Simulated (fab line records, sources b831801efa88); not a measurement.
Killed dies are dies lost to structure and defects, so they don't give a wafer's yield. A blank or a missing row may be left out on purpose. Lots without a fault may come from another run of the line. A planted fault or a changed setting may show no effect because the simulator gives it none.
fab line records | flow sky130
record lots=5 wafers=14 last_day=50
route steps=708 shown SD_N@351 SALICIDE@361 LI_CONTACT@362 LOCAL_INTERCONNECT@387 PAD_OPEN@708
lots that met no fault: from a run of the same line without faults
start_h: hours from the record's first day to the start of the lot's first wafer shown | wait_h: hours since the lot's step before | " the same as in the row above | L1.1+2: a row that stands for several wafers | - no value, or no start given | * or withheld: withheld | < > ~ a bound
route shown NAME@n: a module of which the file shows steps, and the number in the route of the first | usual: mean/standard deviation of fault-free wafers | same: alike in all rows | chamber/n: place in a boat | sites: the reading at each site | _std_site: their standard deviation | _edge_site: outer sites' mean less inner sites' | radius_mm: how far each site lies from the wafer's centre | mask NAME#n: copy n | behind: the tool/chamber that last shaped the wafer | hold: why the lot was held/for how many hours/how that ended | device: the transistor (n, p or np) that didn't switch | end of line: the same wafers' tests at the end of the route | a step without rows: its recipe alone | killed: dies lost to structure and defects at the first sort, not the wafer's yield | map: a wafer's dies, x killed, . not, _ none there
set.NAME: the setting as run; set.NAME@STEP: as run at that earlier step | model.NAME: the simulator's own value behind a step, which no gauge read
lots at some steps of the route; a table a step, a row a wafer
services: from which hour (start_h, from the record's first day; less than 0 if before it) a tool's chamber was out of use, for how many hours, and why
## steps
# step SKY_SD_N_IMPLANT_09
# recipe species=As energy_kev=50 dose_cm2=4e+15 tilt_deg=0
# step SKY_SD_N_IMPLANT_10
# recipe species=P energy_kev=20 dose_cm2=1e+14 tilt_deg=0
# step SKY_SD_N_STRIP_11
# recipe chemistry=O2/N2 power_w=1400 pressure_mtorr=1500 platen_temp_c=withheld o2_flow_sccm=3000 n2_flow_sccm=300 overash_fraction=0.5
# step SKY_SD_N_CLEAN_13
# recipe chemistry=SC1/SC2 mix=1:4:20 temp_c=70 time_s=150 dry=n2_spin
# step SKY_SD_N_RTA_14
# recipe temp_c=1075 time_s=2 idle_temp_c=650 ramp_up_c_per_s=150 ramp_down_c_per_s=90 ambient=N2
# step SKY_SALICIDE_CLEAN_00
# recipe chemistry=HF-last time_s=30 dilution=100:1 dry=ipa_marangoni
# step SKY_LI_CONTACT_HDPCVD_00
# recipe material=PSG target_thk_nm=930 sigma_open_frac=0.3 time_s=155 temp_c=600 sih4_flow_sccm=60 pressure_mtorr=6
# columns lot.wafer tool chamber start_h wait_h model.PSG_of_LI_CONTACT_HDPCVD_00.thk_nm
L253.5 hdpcvd-02 2 669.55 0.1 939.7
L253.6 " 0 " " 429.5
L254.1 hdpcvd-02 0 678.75 0.0 921.8
L254.5 " 1 " " 921.7
L254.6 " 0 " " 411.6
L255.2 hdpcvd-02 2 692.17 0.0 941.2
L255.3 " 1 " " 924.8
L255.6 " 1 " " 431.3
L270.2 hdpcvd-02 1 803.96 0.0 922.9
L270.4 " 0 " " 923.1
L270.5 " 1 " " 917.4
L271.2 hdpcvd-01 1 822.63 0.0 928
L271.3 " 2 " " 926.9
L271.6 " 2 " " 918.5
# step SKY_LI_CONTACT_THK_MEAS_01
# recipe reads=PSG_of_LI_CONTACT_HDPCVD_00
# usual LI_CONTACT_HDPCVD_THK=929/7.7
# columns lot.wafer tool chamber start_h wait_h LI_CONTACT_HDPCVD_THK[nm]
L253.5 film_metro-04 - 669.65 0.0 940
L253.6 " - " " 429
L254.1 film_metro-04 - 678.85 0.1 922
L254.5 " - " " 922
L254.6 " - " " 412
L255.2 film_metro-02 - 692.28 0.1 941
L255.3 " - " " 926
L255.6 " - " " 432
L270.2 film_metro-03 - 804.07 0.1 923
L270.4 " - " " 923
L270.5 " - " " 918
L271.2 film_metro-03 - 822.74 0.1 928
L271.3 " - " " 927
L271.6 " - " " 918
# step SKY_LI_CONTACT_CMP_02
# recipe material=PSG down_force_psi=4 platen_rpm=60 pad_velocity_m_s=0.94248
# usual motor_current_A=10.8/1.2 time_to_endpoint_s=33.7/2.4
# columns lot.wafer tool chamber start_h wait_h motor_current_A time_to_endpoint_s
L253.6 cmp-02 0 669.87 0.2 9.3 13.8
L253.5 " 1 " " 12.6 31.0
L254.1 cmp-01 1 678.91 0.1 11.4 30.3
L254.6 " 1 " " 11.3 17.4
L254.5 " 2 " " 9.3 31.5
L255.3 cmp-02 1 692.38 0.1 12.3 31.2
L255.2 " 3 " " 11.6 37.2
L255.6 " 1 " " 12.3 16.3
L270.2 cmp-01 3 804.22 0.1 11.5 31.6
L270.4 " 0 " " 10.3 33.9
L270.5 " 2 " " 8.9 33.3
L271.2 cmp-01 1 822.79 0.0 10.8 36.7
L271.3 " 0 " " 10.0 32.8
L271.6 " 1 " " 10.8 35.5
# step SKY_LI_CONTACT_DEHYDRATE_04
# recipe temp_c=200 time_s=60
# step SKY_LI_CONTACT_HMDS_05
# recipe prime_time_s=60 prime_temp_c=120
# step SKY_LI_CONTACT_COAT_06
# recipe resist=BARC temp_c=withheld time_s=withheld spin_rpm=3000 resist_thk_nm=60
# step SKY_LI_CONTACT_COAT_07
# recipe resist=KrF-thick spin_rpm=3000 resist_thk_nm=450
# step SKY_LI_CONTACT_SOFTBAKE_08
# recipe temp_c=100 time_s=90 resist=KrF-thick
# step SKY_LI_CONTACT_EXPOSE_09
# recipe mask_id=LICM1 na=0.8 source_shape=annular sigma_inner=0.55 sigma_outer=0.85 target_cd_nm=170 dose_mj=38
# step SKY_LI_CONTACT_PEB_10
# recipe peb_temp_c=withheld peb_time_s=withheld resist=KrF-thick
# step SKY_LI_CONTACT_DEVELOP_11
# recipe develop_time_s=60 resist=KrF-thick dev_temp_c=21
# step SKY_LI_CONTACT_ETCH_14
# recipe chemistry=N2/H2 target=BARC ion_energy_ev=200 source_w=500 bias_w=100 pressure_mtorr=30 n2_flow_sccm=100 h2_flow_sccm=200 stop_on=SiO2 time_s=45.9 target_depth_a=600
# step SKY_LI_CONTACT_ETCH_15
# recipe target=PSG chemistry=C4F8/O2/Ar stop_on=Si taper_deg=4.15 mask_material=KrF-thick source_w=1500 bias_w=1200 pressure_mtorr=40 c4f8_flow_sccm=withheld O2_flow_sccm=6 Ar_flow_sccm=300 time_s=withheld target_depth_a=6000
# usual oes_product_au=0.837/0.0047
# columns lot.wafer tool chamber start_h wait_h oes_product_au model.LI_CONTACT.feature_depth_nm model.etch.depth_nm
L253.5 rie_diel-01 1 698.88 0.0 0.841 595.3 595.3
L253.6 " 0 " " 0.709 429.5 429.5
L254.1 rie_diel-04 1 707.63 0.0 0.846 598 598
L254.5 " 1 " " 0.833 596.1 596.1
L254.6 " 2 " " 0.686 411.6 411.6
L255.2 rie_diel-04 1 720.66 0.0 0.840 598.8 598.8
L255.3 " 2 " " 0.830 596.8 596.8
L255.6 " 3 " " 0.712 431.3 431.3
L270.2 rie_diel-04 2 831.33 0.0 0.834 600 600
L270.4 " 0 " " 0.835 597.9 597.9
L270.5 " 1 " " 0.840 598.4 598.4
L271.2 rie_diel-04 0 849.11 0.0 0.838 598.7 598.7
L271.3 " 3 " " 0.841 598.5 598.5
L271.6 " 2 " " 0.838 598.6 598.6
# step SKY_LI_CONTACT_STRIP_16
# recipe chemistry=O2/N2 power_w=1400 pressure_mtorr=1500 platen_temp_c=withheld o2_flow_sccm=3000 n2_flow_sccm=300 overash_fraction=0.5
# step SKY_LI_CONTACT_CLEAN_17
# recipe chemistry=NMP time_s=600 temp_c=60 dry=n2_spin
# step SKY_LI_CONTACT_PRE_CLEAN_18
# recipe gas=Ar time_s=5.6 bias_v=358
# step SKY_LI_CONTACT_SPUTTER_19
# recipe material=Ti target_thk_nm=20 chamber_pressure_pa=5 power_w=2500 substrate_temp_c=200 time_s=106.37
# step SKY_LI_CONTACT_SPUTTER_20
# recipe material=TiN target_thk_nm=20 chamber_pressure_pa=5 power_w=4000 time_s=80
# step SKY_LI_CONTACT_CVD_21
# recipe material=W target_thk_nm=400 time_s=120.56 temp_c=400 pressure_torr=40
# step SKY_LI_CONTACT_CMP_24
# recipe stop_on=PSG t_overpolish_s=20 down_force_psi=3.5 platen_rpm=60 target_thk_nm=0 pad_velocity_m_s=0.94248
# usual motor_current_A=10.1/1.1 overpolish_run_s=20.000/0.0098 time_to_endpoint_s=97/3.7
# same t_overpolish_s=20
# columns lot.wafer tool chamber start_h wait_h motor_current_A overpolish_run_s time_to_endpoint_s model.PSG_of_LI_CONTACT_HDPCVD_00.thk_nm
L253.6 cmp-01 1 699.87 0.2 10.6 19.994 97 420
L253.5 " 2 " " 8.2 19.994 93 585.8
L254.1 cmp-02 2 708.61 0.2 10.6 20.000 93 588.5
L254.6 " 3 " " 10.5 20.010 96 402.1
L254.5 " 0 " " 8.3 20.004 95 586.7
L255.2 cmp-01 0 721.53 0.1 9.7 20.009 99 589.3
L255.3 " 2 " " 8.1 20.002 100 587.3
L255.6 " 0 " " 9.3 20.018 99 421.9
L270.2 cmp-02 2 832.21 0.1 10.4 19.989 94 590.5
L270.4 " 0 " " 8.6 20.005 91 588.4
L270.5 " 1 " " 11.7 20.009 91 588.9
L271.2 cmp-02 0 849.94 0.0 8.6 20.005 96 589.3
L271.3 " 2 " " 10.5 20.010 97 589
L271.6 " 0 " " 8.3 19.996 95 589.1
# step SKY_LOCAL_INTERCONNECT_SPUTTER_00
# recipe material=TiN target_thk_nm=100 temp_c=300 power_w=6500 time_s=83.3 chamber_pressure_pa=0.4
# step SKY_PAD_OPEN_PROBE_99
# usual killed_at_M0_to_M3=42/7.7 killed_at_M4_up=3.1/1.9 killed_at_contacts=24/4.9 killed_at_front_end=15/4.6 killed_at_other=0.3/0.51 killed_dies=85/9.9 killed_open=47/7.1 killed_short=38/6.7
# same gross_dies=492 killed_at_back_side=0
# columns lot.wafer tool chamber start_h wait_h killed_at_M0_to_M3 killed_at_M4_up killed_at_contacts killed_at_front_end killed_at_other killed_dies killed_open killed_short model.etest.cap_li_to_poly.c_af_um2 model.etest.licon_pdiff.rc_ohm model.etest.nfet_g5v0d10v5.r_on_ohm_um model.etest.licon_high_po.rc_ohm model.etest.licon_ndiff.rc_ohm model.etest.nfet_01v8.r_on_ohm_um model.etest.sonos_uncharged.r_on_ohm_um model.etest.licon_poly.rc_ohm
L253.5 prober-02 - 1093.22 0.2 49 3 22 21 0 95 47 46 101.7 565.2 1890 353 179.8 876.5 814.5 151.4
L253.6 prober-02 - 1093.27 0.2 48 4 25 13 0 90 58 30 195.3 506.2 1821 313.6 146.8 826.7 789.2 125.3
L254.1 prober-01 - 1098.42 0.1 44 3 23 12 0 82 42 39 94.74 583.8 1873 355.6 184.7 832 821 148.2
L254.5 prober-01 - 1098.62 0.2 32 1 24 13 0 70 38 31 98.54 568.4 1880 342.2 180.5 828.8 813.8 145
L254.6 prober-01 - 1098.67 0.2 50 2 26 16 0 94 48 45 207.9 510.5 1845 306.6 145.2 791.8 779.9 127.9
L255.2 prober-02 - 1106.61 0.1 44 4 21 20 1 90 51 39 97.92 589.1 1882 346.9 182 822.1 813.8 152.9
L255.3 prober-02 - 1106.66 0.2 31 4 32 14 0 81 51 30 99.76 566 1873 350.3 177.2 835.9 819.5 148.1
L255.6 prober-02 - 1106.81 0.2 38 3 29 27 0 97 65 32 186.1 513.9 1800 312.2 152.1 801.9 788.8 127.2
L270.2 prober-01 - 1185.86 0.1 29 5 23 9 1 67 40 27 98.36 581.4 1873 351.6 186.8 818.7 826.2 156
L270.4 prober-01 - 1185.96 0.2 30 2 25 14 0 71 32 39 99.55 588 1848 344 170.7 823.1 807.2 149.6
L270.5 prober-01 - 1186.01 0.2 37 3 22 21 0 83 42 38 101.5 601.9 1848 349.7 185.3 809.5 809.7 154.9
L271.2 prober-02 - 1195.23 0.1 52 2 19 20 0 93 50 43 98.37 582.6 1883 347 184.2 823.8 822.6 152.5
L271.3 prober-02 - 1195.28 0.2 49 1 21 15 0 86 44 42 100 585 1880 343.7 177.2 824 809.2 150.3
L271.6 prober-02 - 1195.43 0.2 51 2 24 22 2 101 58 41 98.46 599.4 1861 347.3 176.7 793.6 810.8 150.9
# killed by level:class
L253.5 VIA1:geometric_particle:open=14 FIELD_ISO:geometric_particle:short=7 CONTACT:geometric_particle:open=7 VIA1:geometric_particle:short=7 LI_CONTACT:geometric_particle:open=6 VIA2:geometric_particle:open=6 LOCAL_INTERCONNECT:geometric_particle:short=5 METAL2:geometric_particle:short=5
L253.6 VIA1:geometric_particle:open=16 CONTACT:geometric_particle:open=10 LI_CONTACT:geometric_particle:open=9 VIA3:geometric_particle:open=6 METAL2:geometric_particle:short=5 VIA2:geometric_particle:short=5 VIA2:geometric_particle:open=5 FIELD_ISO:geometric_particle:open=4
L254.1 VIA1:geometric_particle:open=11 VIA3:geometric_particle:open=11 CONTACT:geometric_particle:open=7 FIELD_ISO:geometric_particle:short=5 CONTACT:geometric_particle:short=5 METAL1:geometric_particle:short=5 LI_CONTACT:geometric_particle:short=4 LI_CONTACT:geometric_particle:open=4
L254.5 LI_CONTACT:geometric_particle:open=11 CONTACT:geometric_particle:open=7 VIA1:geometric_particle:short=6 METAL3:geometric_particle:short=5 VIA3:geometric_particle:open=5 METAL1:geometric_particle:short=4 FIELD_ISO:geometric_particle:open=3 POLY_GATE:geometric_particle:short=3
L254.6 VIA1:geometric_particle:open=13 LOCAL_INTERCONNECT:geometric_particle:short=7 VIA2:geometric_particle:open=6 CONTACT:geometric_particle:short=6 CONTACT:geometric_particle:open=6 VIA3:geometric_particle:open=6 VIA2:geometric_particle:short=6 FIELD_ISO:geometric_particle:open=5
L255.2 CONTACT:geometric_particle:open=9 METAL1:geometric_particle:short=9 LI_CONTACT:geometric_particle:open=8 VIA1:geometric_particle:open=7 METAL2:geometric_particle:short=6 FIELD_ISO:geometric_particle:open=5 POLY_GATE:geometric_particle:open=5 VIA2:geometric_particle:open=5
L255.3 LI_CONTACT:geometric_particle:open=10 VIA1:geometric_particle:open=10 LOCAL_INTERCONNECT:geometric_particle:short=8 FIELD_ISO:geometric_particle:open=6 CONTACT:geometric_particle:open=6 CONTACT:geometric_particle:short=5 VIA3:geometric_particle:open=5 METAL1:geometric_particle:short=4
L255.6 VIA1:geometric_particle:open=14 LI_CONTACT:geometric_particle:open=13 CONTACT:geometric_particle:open=9 FIELD_ISO:geometric_particle:open=6 VIA2:geometric_particle:open=6 POLY_GATE:geometric_particle:short=5 POLY_GATE:geometric_particle:open=5 LOCAL_INTERCONNECT:geometric_particle:short=5
L270.2 CONTACT:geometric_particle:open=11 VIA2:geometric_particle:open=6 VIA3:geometric_particle:open=6 LI_CONTACT:geometric_particle:open=5 VIA1:geometric_particle:open=5 POLY_GATE:geometric_particle:open=4 LOCAL_INTERCONNECT:geometric_particle:short=3 METAL1:geometric_particle:short=3
L270.4 CONTACT:geometric_particle:short=10 VIA1:geometric_particle:open=8 CONTACT:geometric_particle:open=6 VIA1:geometric_particle:short=5 LI_CONTACT:geometric_particle:short=4 METAL2:geometric_particle:short=4 VIA2:geometric_particle:open=4 POLY_GATE:geometric_particle:short=3
L270.5 CONTACT:geometric_particle:open=8 METAL2:geometric_particle:short=7 LI_CONTACT:geometric_particle:open=6 VIA1:geometric_particle:open=6 METAL1:geometric_particle:short=5 FIELD_ISO:geometric_particle:open=4 VIA2:geometric_particle:open=4 LOCAL_INTERCONNECT:geometric_particle:short=4
L271.2 VIA1:geometric_particle:open=10 METAL1:geometric_particle:short=7 VIA3:geometric_particle:open=7 VIA2:geometric_particle:open=6 LI_CONTACT:geometric_particle:open=6 CONTACT:geometric_particle:open=6 FIELD_ISO:geometric_particle:open=5 VIA2:geometric_particle:short=5
L271.3 VIA1:geometric_particle:open=10 VIA3:geometric_particle:open=8 CONTACT:geometric_particle:open=7 VIA1:geometric_particle:short=5 FIELD_ISO:geometric_particle:open=5 FIELD_ISO:geometric_particle:short=5 CONTACT:geometric_particle:short=5 METAL1:geometric_particle:short=5
L271.6 VIA1:geometric_particle:open=15 CONTACT:geometric_particle:open=13 VIA2:geometric_particle:open=7 FIELD_ISO:geometric_particle:open=6 FIELD_ISO:geometric_particle:short=6 POLY_GATE:geometric_particle:open=5 VIA1:geometric_particle:short=5 METAL1:geometric_particle:short=5
## services
# columns tool chamber start_h hours kind
hdpcvd-02 - 650.75 15.0 pm
hdpcvd-01 - 668.56 2.8 pm
hdpcvd-02 0 679.12 10.9 repair
rie_diel-04 - 687.82 0.4 repair
rie_diel-01 2 707.07 6.9 repair
hdpcvd-02 - 710.24 1.8 repair
cmp-02 - 713.59 10.9 pm
rie_diel-04 1 724.53 7.1 repair
cmp-02 - 734.63 1.6 repair
cmp-01 - 739.09 3.9 pm
rie_diel-04 - 741.37 1.6 repair
cmp-01 - 742.95 6.6 pm
rie_diel-04 1 743.63 12.5 repair
cmp-02 - 744.00 4.0 pm
rie_diel-01 1 745.26 1.8 repair
cmp-01 - 750.00 0.5 repair
cmp-02 - 756.23 0.3 repair
cmp-01 - 762.51 3.1 repair
rie_diel-04 2 772.95 5.6 repair
cmp-02 - 781.60 3.5 repair
rie_diel-01 - 804.79 2.7 pm
hdpcvd-02 - 828.25 1.3 repair
rie_diel-01 0 834.03 5.8 repair
rie_diel-04 2 849.82 5.8 repair
## key
first_sign step=SKY_LI_CONTACT_THK_MEAS_01 reading=LI_CONTACT_HDPCVD_THK direction=down sigmas=66 usual=929 struck=424
effect step=SKY_LI_CONTACT_CMP_02 reading=time_to_endpoint_s direction=down sigmas=7.3 usual=* struck=*
effect step=SKY_LI_CONTACT_ETCH_15 reading=oes_product_au direction=down sigmas=28 usual=0.837 struck=0.702
model_effect step=SKY_LI_CONTACT_HDPCVD_00 value=PSG_of_LI_CONTACT_HDPCVD_00.thk_nm without=931.3 struck=424.1
model_effect step=SKY_LI_CONTACT_ETCH_15 value=LI_CONTACT.feature_depth_nm without=597 struck=424.1
model_effect step=SKY_LI_CONTACT_CMP_24 value=PSG_of_LI_CONTACT_HDPCVD_00.thk_nm without=587.5 struck=414.7
model_effect step=SKY_PAD_OPEN_PROBE_99 value=etest.cap_li_to_poly.c_af_um2 without=98.71 struck=196.4
met_at SKY_LI_CONTACT_HDPCVD_00
struck_wafers L253.6,L254.6,L255.6
tester_left_out L253,L254,L255
fault kind=process_parameter_drift tool=hdpcvd-02 chamber=- onset_h=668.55 steps=SKY_LI_CONTACT_HDPCVD_00 channel=target_thk_nm offset=-507.16 shape=step end_h=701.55 scope=struck_wafers_only acts_in=these_recipes_only stated=930
# tester_left_out: of these lots the tester's yield and bins aren't shown, on N5 and GAA mostly nor the transistor test; their killed dies are dies lost to structure and defects alone, not to doping, threshold or leakage, so they don't give the yield
